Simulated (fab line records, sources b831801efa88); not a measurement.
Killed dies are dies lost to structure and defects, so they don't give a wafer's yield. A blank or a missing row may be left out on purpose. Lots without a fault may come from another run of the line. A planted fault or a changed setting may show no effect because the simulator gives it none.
Which tool did it? | flow sky130 | 15 lots, 45 wafers sampled, at 5 steps of a route of 708

WHAT THE GAUGES READ, wafer by wafer
SKY_RES_XHIGH_TW_MEAS_09.
lot  | measured     | on            | RES_XHIGH_TW
L692 | day 26 18:13 | film_metro-03 | 1632 1626 1615
L693 | day 27 00:22 | film_metro-01 | 1638 1624 1632
L695 | day 27 23:17 | film_metro-01 | 1628 1629 1637
L696 | day 28 05:44 | film_metro-02 | 1660 1667 1663
L698 | day 28 19:21 | film_metro-02 | 1648 1659 1656
L700 | day 29 10:16 | film_metro-03 | 1626 1638 1628
L703 | day 30 14:48 | film_metro-02 | 1664 1662 1654
L704 | day 30 20:20 | film_metro-01 | 1629 1634 1631
L705 | day 30 21:55 | film_metro-01 | 1632 1627 1634
L707 | day 32 11:20 | film_metro-03 | 1633 1632 1628
L708 | day 32 16:23 | film_metro-03 | 1624 1630 1624
L709 | day 32 20:10 | film_metro-01 | 1639 1646 1641
L711 | day 33 02:50 | film_metro-02 | 1666 1660 1668
L714 | day 34 02:06 | film_metro-02 | 1657 1656 1646
L715 | day 34 07:21 | film_metro-02 | 1664 1651 1659

SKY_VIA3_THK_MEAS_01.
lot  | measured     | on            | VIA3_HDPCVD_THK (nm)
L692 | day 38 16:13 | film_metro-01 | 1635 1650 1641
L693 | day 38 20:49 | film_metro-01 | 1629 1631 1653
L695 | day 39 14:50 | film_metro-03 | 1636 1617 1594
L696 | day 39 20:46 | film_metro-01 | 1616 1619 1634
L698 | day 40 08:23 | film_metro-03 | 1629 1634 1658
L700 | day 41 05:19 | film_metro-02 | 1619 1630 1631
L703 | day 41 23:52 | film_metro-02 | 1635 1627 1647
L704 | day 42 04:56 | film_metro-01 | 1658 1656 1620
L705 | day 42 06:08 | film_metro-01 | 1618 1627 1603
L707 | day 43 09:13 | film_metro-03 | 1628 1230 1619
L708 | day 43 16:59 | film_metro-01 | 1611 1638 1602
L709 | day 43 20:39 | film_metro-02 | 1614 1222 1612
L711 | day 44 02:22 | film_metro-02 | 1640 1221 1640
L714 | day 44 23:43 | film_metro-01 | 1627 1605 1623
L715 | day 45 02:47 | film_metro-03 | 1648 1626 1628

WHICH TOOL RAN EACH LOT (tool, then ch and the chambers of the sampled wafers, then the start)
lot  | SKY_LI_CONTACT_STRIP_16              | SKY_LOCAL_INTERCONNECT_STRIP_15      | SKY_VIA3_HDPCVD_00
L692 | plasma_asher-04 ch 0,1, day 29 04:44 | plasma_asher-03 ch 0,1, day 30 10:25 | hdpcvd-02 ch 0,1, day 38 16:03
L693 | plasma_asher-02 ch 0,1, day 29 11:31 | plasma_asher-01 ch 0,1, day 30 17:10 | hdpcvd-02 ch 0,2, day 38 20:37
L695 | plasma_asher-04 ch 0,1, day 30 09:14 | plasma_asher-01 ch 0,1, day 31 13:55 | hdpcvd-02 ch 0,1, day 39 14:39
L696 | plasma_asher-02 ch 0,1, day 30 15:10 | plasma_asher-03 ch 0,1, day 31 20:08 | hdpcvd-02 ch 1,2, day 39 20:35
L698 | plasma_asher-02 ch 0,1, day 31 05:15 | plasma_asher-01 ch 0,1, day 32 09:50 | hdpcvd-02 ch 0,1, day 40 08:12
L700 | plasma_asher-03 ch 0,1, day 31 19:28 | plasma_asher-04 ch 0,1, day 33 00:26 | hdpcvd-01 ch 1,2, day 41 05:04
L703 | plasma_asher-02 ch 0,1, day 32 23:12 | plasma_asher-03 ch 0,1, day 34 03:07 | hdpcvd-02 ch 0,1,2, day 41 23:41
L704 | plasma_asher-03 ch 0, day 33 03:56   | plasma_asher-01 ch 0,1, day 34 07:53 | hdpcvd-01 ch 1,2, day 42 04:46
L705 | plasma_asher-02 ch 0,1, day 33 06:00 | plasma_asher-03 ch 1, day 34 10:04   | hdpcvd-02 ch 0,2, day 42 05:58
L707 | plasma_asher-04 ch 0,1, day 34 17:40 | plasma_asher-01 ch 0, day 35 20:59   | hdpcvd-02 ch 1,2, day 43 09:02
L708 | plasma_asher-04 ch 0,1, day 34 23:25 | plasma_asher-04 ch 0,1, day 36 02:41 | hdpcvd-01 ch 0,1,2, day 43 16:49
L709 | plasma_asher-02 ch 0,1, day 35 02:17 | plasma_asher-04 ch 0,1, day 36 05:59 | hdpcvd-02 ch 0,1,2, day 43 20:29
L711 | plasma_asher-04 ch 0,1, day 35 09:04 | plasma_asher-04 ch 0,1, day 36 12:32 | hdpcvd-02 ch 0,1, day 44 02:11
L714 | plasma_asher-04 ch 0,1, day 36 07:48 | plasma_asher-04 ch 0,1, day 37 12:01 | hdpcvd-01 ch 0,1, day 44 23:32
L715 | plasma_asher-03 ch 0,1, day 36 13:10 | plasma_asher-03 ch 0,1, day 37 16:50 | hdpcvd-01 ch 0,1,2, day 45 02:37
- SKY_LI_CONTACT_STRIP_16: strips in O2/N2.
- SKY_LOCAL_INTERCONNECT_STRIP_15: strips in O2/N2.
- SKY_VIA3_HDPCVD_00: deposits SiO2, target thk 1635 nm, time 272.5 s.

WHAT THE TOOLS THEMSELVES READ (means of the sampled wafers that have a number; where no wafer has one, the mark that the record gives instead)
SKY_LI_CONTACT_STRIP_16.
lot  | tool            | drypump_motor_current_A (A) | oes_product_au (a.u.) | strip_time_to_endpoint_s (s)
L692 | plasma_asher-04 | 5.9                         | 0.378                 | 3.525
L693 | plasma_asher-02 | 6.2                         | 0.376                 | 3.498
L695 | plasma_asher-04 | 5.8                         | 0.376                 | 3.542
L696 | plasma_asher-02 | 5.9                         | 0.376                 | 3.483
L698 | plasma_asher-02 | 6.2                         | 0.376                 | 3.472
L700 | plasma_asher-03 | 5.9                         | 0.375                 | 3.467
L703 | plasma_asher-02 | 5.8                         | 0.377                 | 3.514
L704 | plasma_asher-03 | 5.8                         | 0.378                 | 3.540
L705 | plasma_asher-02 | 6.2                         | 0.377                 | 3.519
L707 | plasma_asher-04 | 5.8                         | 0.373                 | 3.554
L708 | plasma_asher-04 | 5.8                         | 0.380                 | 3.503
L709 | plasma_asher-02 | 6.2                         | 0.376                 | 3.523
L711 | plasma_asher-04 | 5.9                         | 0.376                 | 3.523
L714 | plasma_asher-04 | 5.9                         | 0.378                 | 3.514
L715 | plasma_asher-03 | 5.9                         | 0.375                 | 3.506

SKY_LOCAL_INTERCONNECT_STRIP_15.
lot  | tool            | drypump_motor_current_A (A) | oes_product_au (a.u.) | strip_time_to_endpoint_s (s)
L692 | plasma_asher-03 | 5.90                        | 0.430                 | 4.746
L693 | plasma_asher-01 | 5.55                        | 0.431                 | 4.717
L695 | plasma_asher-01 | 5.43                        | 0.427                 | 4.713
L696 | plasma_asher-03 | 5.86                        | 0.428                 | 4.721
L698 | plasma_asher-01 | 5.55                        | 0.428                 | 4.757
L700 | plasma_asher-04 | 5.83                        | 0.429                 | 4.713
L703 | plasma_asher-03 | 5.91                        | 0.428                 | 4.718
L704 | plasma_asher-01 | 5.56                        | 0.424                 | 4.741
L705 | plasma_asher-03 | 5.94                        | 0.430                 | 4.719
L707 | plasma_asher-01 | 5.26                        | 0.427                 | 4.721
L708 | plasma_asher-04 | 5.81                        | 0.429                 | 4.726
L709 | plasma_asher-04 | 5.84                        | 0.429                 | 4.728
L711 | plasma_asher-04 | 5.81                        | 0.431                 | 4.731
L714 | plasma_asher-04 | 5.80                        | 0.427                 | 4.748
L715 | plasma_asher-03 | 5.86                        | 0.427                 | 4.739

THE ANSWER, worked out from the rows above alone
Rule: what is usual is taken from the lots themselves. Put in order of their means at a reading, lots are off if they are a third of the lots or fewer, leave a main group of 4 or more, and stand apart from it by a gap of 3 or more times the standard deviation of the main group's means; of several such gaps the widest counts. A main group whose means are all the same, to the digits that the tables above print for the reading, isn't used. A lot without any number at a reading at which 4 lots or more have one is off too. The other lots that the step has rows for count as sound. The gauges are gone through in route order, then the tools' own readings, and for those a lot's mean is taken as printed above. The first step at which some lot is off is used, and at that step the reading that is off furthest; a lot without a number counts as furthest.
Off: L707, L709, L711, at SKY_VIA3_THK_MEAS_01 (VIA3_HDPCVD_THK). The main group: mean 1629 nm, standard deviation 11.
A tool fits if, at a process step before that reading, it ran every lot that is off, and no sound lot after the first of them. The gauges at SKY_VIA3_THK_MEAS_01 are tried like those tools. One fits: hdpcvd-02 at SKY_VIA3_HDPCVD_00. Its last sound lot is L705 (day 42 05:58), its first lot that is off L707 (day 43 09:02): a fault that began between those two fits.

WHAT THE SIMULATOR HAD PUT IN
Process parameter drift: hdpcvd-02, from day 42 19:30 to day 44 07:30, at SKY_VIA3_HDPCVD_00. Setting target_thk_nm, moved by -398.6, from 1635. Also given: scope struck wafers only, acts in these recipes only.
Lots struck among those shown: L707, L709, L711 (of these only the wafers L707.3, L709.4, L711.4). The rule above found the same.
